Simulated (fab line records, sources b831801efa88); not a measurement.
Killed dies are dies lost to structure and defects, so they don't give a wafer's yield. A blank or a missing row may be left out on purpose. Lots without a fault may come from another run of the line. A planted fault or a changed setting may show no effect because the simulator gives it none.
A struck lot beside a sound one | flow sfq_line | 41 steps out of a route of 325
Sound: wafers L955.1, L955.4, L955.5. Struck: wafer L947.4. (L947.3 of the same lot was not struck and is left out.) The cause comes at the end.
At each step with rows: each side's tool, then ch and its chambers, then its first start. Under that, the readings that differ: sound wafers | struck wafers | difference of the means | sigmas: that difference in standard deviations of wafers without a fault.
alike: readings whose means differ by less than 2 such deviations, and words and numbers that are the same on both sides. not compared: withheld readings, readings that some wafer has no value for, bounds like >300 that may hide the same value, and numbers for which the record gives no deviation and whose values overlap.
The two part at a step that has a row with sigmas, a row that says differs or no value, or rows on one side only. Numbers that don't overlap but have no deviation are shown without sigmas and don't part them. A reading that every wafer of one side lacks parts them only if that side has two wafers or more.

SFQ_I1_OVL_MEAS_913:
  sound on overlay-02, day 23 22:48; struck on overlay-01, day 19 20:42
  alike: I1_OVL
SFQ_TRILAYER_I1_VIA_BARC_OPEN_VIA_ETCH_071: etches BARC in O2, target depth 125 nm, time 41.7 s.
  sound on rie_diel-02 ch 0,1,3, day 23 22:50; struck on rie_diel-04 ch 2, day 19 20:43
  alike: bias_w, drypump_motor_current_A, oes_product_au
  not compared: rf_hours_counter_h
then, 4 steps without rows for these wafers: SFQ_TRILAYER_I1_VIA_ETCH_VIA_ETCH_052 (etches SiO2 in CHF3, stops on Nb, target depth 260 nm); SFQ_TRILAYER_I1_VIA_STRIP_STRIP_053 (strips in O2); SFQ_TRILAYER_I1_VIA_STRIP_SOLV_CLEAN_054 (cleans in NMP, time 600 s); SFQ_TRILAYER_M2_DEP_PRE_CLEAN_056 (time 22.5 s).
SFQ_TRILAYER_M2_DEP_SPUTTER_055: material Nb, target thk 200 nm, time 133.3 s.
  sound on pvd_sputter-06, day 23 23:48; struck on pvd_sputter-04, day 19 21:41
  alike: throttle_valve_pct
SFQ_M2_RS_MEAS_914: measures by four-point-probe.
  sound on film_metro-02, day 23 23:53; struck on film_metro-03, day 19 21:49
  alike: M2_NB_RS
then, 3 steps without rows for these wafers: SFQ_TRILAYER_M2_LITHO_COAT_062 (resist thk 62 nm); SFQ_TRILAYER_M2_LITHO_COAT_057 (resist thk 600 nm); SFQ_TRILAYER_M2_LITHO_SOFTBAKE_061.
-- the record jumps here: 6 days lie between the struck wafers' starts before and after --
SFQ_TRILAYER_M2_LITHO_EXPOSE_058: exposes mask M2, target cd 500 nm.
  sound on krf_scanner-02 ch 0, day 30 00:59; struck on krf_scanner-02 ch 0, day 25 18:26
  alike: mask, reticle_temp_C
then, 2 steps without rows for these wafers: SFQ_TRILAYER_M2_LITHO_PEB_060 (peb time 60 s); SFQ_TRILAYER_M2_LITHO_DEVELOP_059 (time 60 s).
SFQ_M2_OVL_MEAS_916:
  sound on overlay-02, day 30 02:29; struck on overlay-01, day 25 19:34
  alike: M2_OVL
SFQ_TRILAYER_M2_BARC_OPEN_METAL_ETCH_077: etches BARC in O2, target depth 125 nm, time 41.7 s.
  sound on rie_metal-03 ch 0,1, day 30 02:31; struck on rie_metal-03 ch 1, day 25 19:36
  reading             | sound         | struck | difference | sigmas
  model.M2.cd_nm (nm) | 501 500.7 503 | 476.6  | -25.0      |
  alike: bias_w, drypump_motor_current_A, oes_product_au
  not compared: rf_hours_counter_h
SFQ_TRILAYER_M2_ETCH_METAL_ETCH_060: etches Nb in Cl2/Ar, stops on SiO2, target depth 240 nm, time 120 s.
  sound on rie_metal-03 ch 0,1, day 30 02:35; struck on rie_metal-03 ch 1, day 25 19:41
  reading             | sound             | struck | difference | sigmas
  model.M2.cd_nm (nm) | 500.3 501.2 500.9 | 475.5  | -25.3      |
  alike: bias_w, drypump_motor_current_A, oes_product_au
  not compared: rf_hours_counter_h
then, 2 steps without rows for these wafers: SFQ_TRILAYER_M2_STRIP_STRIP_061 (strips in O2); SFQ_TRILAYER_M2_STRIP_SOLV_CLEAN_062 (cleans in NMP, time 600 s).
SFQ_TRILAYER_I2_DEP_PECVD_063: deposits SiO2 from SiH4/N2O, time 111.11 s, target thk 500 nm.
  sound on pecvd-03 ch 0,2, day 30 03:30; struck on pecvd-02 ch 2, day 25 20:32
  alike: chamber_pressure_Torr, heater_power_w, showerhead_vpp_V, throttle_valve_pct
then, 1 step without rows for these wafers: SFQ_TRILAYER_I2_CMP_CMP_064 (polishes SiO2).
SFQ_I2_BOW_MEAS_917:
  sound on film_metro-03, day 30 06:50; struck on film_metro-03, day 25 23:52
  alike: I2_BOW
then, 7 steps without rows for these wafers: SFQ_TRILAYER_I2_METRO_MEASURE_065; SFQ_TRILAYER_I2_VIA_LITHO_COAT_072 (resist thk 62 nm); SFQ_TRILAYER_I2_VIA_LITHO_COAT_067 (resist thk 650 nm); SFQ_TRILAYER_I2_VIA_LITHO_SOFTBAKE_071; SFQ_TRILAYER_I2_VIA_LITHO_EXPOSE_068 (exposes mask I2, target cd 500 nm); SFQ_TRILAYER_I2_VIA_LITHO_PEB_070 (peb time 60 s); SFQ_TRILAYER_I2_VIA_LITHO_DEVELOP_069 (time 60 s).
-- the record jumps here: 7 days lie between the struck wafers' starts before and after --
SFQ_I2_OVL_MEAS_918:
  sound on overlay-02, day 37 03:10; struck on overlay-02, day 32 18:49
  alike: I2_OVL
SFQ_TRILAYER_I2_VIA_BARC_OPEN_VIA_ETCH_096: etches BARC in O2, target depth 125 nm, time 41.7 s.
  sound on rie_diel-01 ch 0,2,3, day 37 03:12; struck on rie_diel-03 ch 1, day 32 18:51
  alike: bias_w, drypump_motor_current_A, oes_product_au
  not compared: rf_hours_counter_h
SFQ_TRILAYER_I2_VIA_ETCH_VIA_ETCH_070: etches SiO2 in CHF3, stops on Nb, target depth 260 nm.
  sound on rie_diel-01 ch 0,2,3, day 37 03:14; struck on rie_diel-03 ch 1, day 32 18:53
  reading    | sound             | struck | difference | sigmas
  bias_w (W) | 79.50 79.76 79.44 | 80.24  | +0.67      | +3
  alike: drypump_motor_current_A, oes_product_au
then, 4 steps without rows for these wafers: SFQ_TRILAYER_I2_VIA_STRIP_STRIP_071 (strips in O2); SFQ_TRILAYER_I2_VIA_STRIP_SOLV_CLEAN_072 (cleans in NMP, time 600 s); SFQ_TRILAYER_M3_DEP_PRE_CLEAN_074 (time 22.5 s); SFQ_TRILAYER_M3_DEP_SPUTTER_073 (material Nb, target thk 200 nm, time 133.3 s).
SFQ_M3_RS_MEAS_919: measures by four-point-probe.
  sound on film_metro-01, day 37 04:14; struck on film_metro-04, day 32 19:56
  alike: M3_NB_RS
then, 3 steps without rows for these wafers: SFQ_TRILAYER_M3_LITHO_COAT_080 (resist thk 62 nm); SFQ_TRILAYER_M3_LITHO_COAT_075 (resist thk 600 nm); SFQ_TRILAYER_M3_LITHO_SOFTBAKE_079.
-- the record jumps here: 50 days lie between the struck wafers' starts before and after --
SFQ_M8_BOW_MEAS_951:
  sound on film_metro-04, day 87 14:47; struck on film_metro-02, day 82 15:48
  alike: M8_BOW
  not compared: model.etest.m2.ohm_um

WHERE THEY PART
Only at SFQ_TRILAYER_I2_VIA_ETCH_VIA_ETCH_070, within this record. Later steps at which nothing parts them and some readings are alike: SFQ_M3_RS_MEAS_919, SFQ_M8_BOW_MEAS_951.

WHY: what the simulator had put in
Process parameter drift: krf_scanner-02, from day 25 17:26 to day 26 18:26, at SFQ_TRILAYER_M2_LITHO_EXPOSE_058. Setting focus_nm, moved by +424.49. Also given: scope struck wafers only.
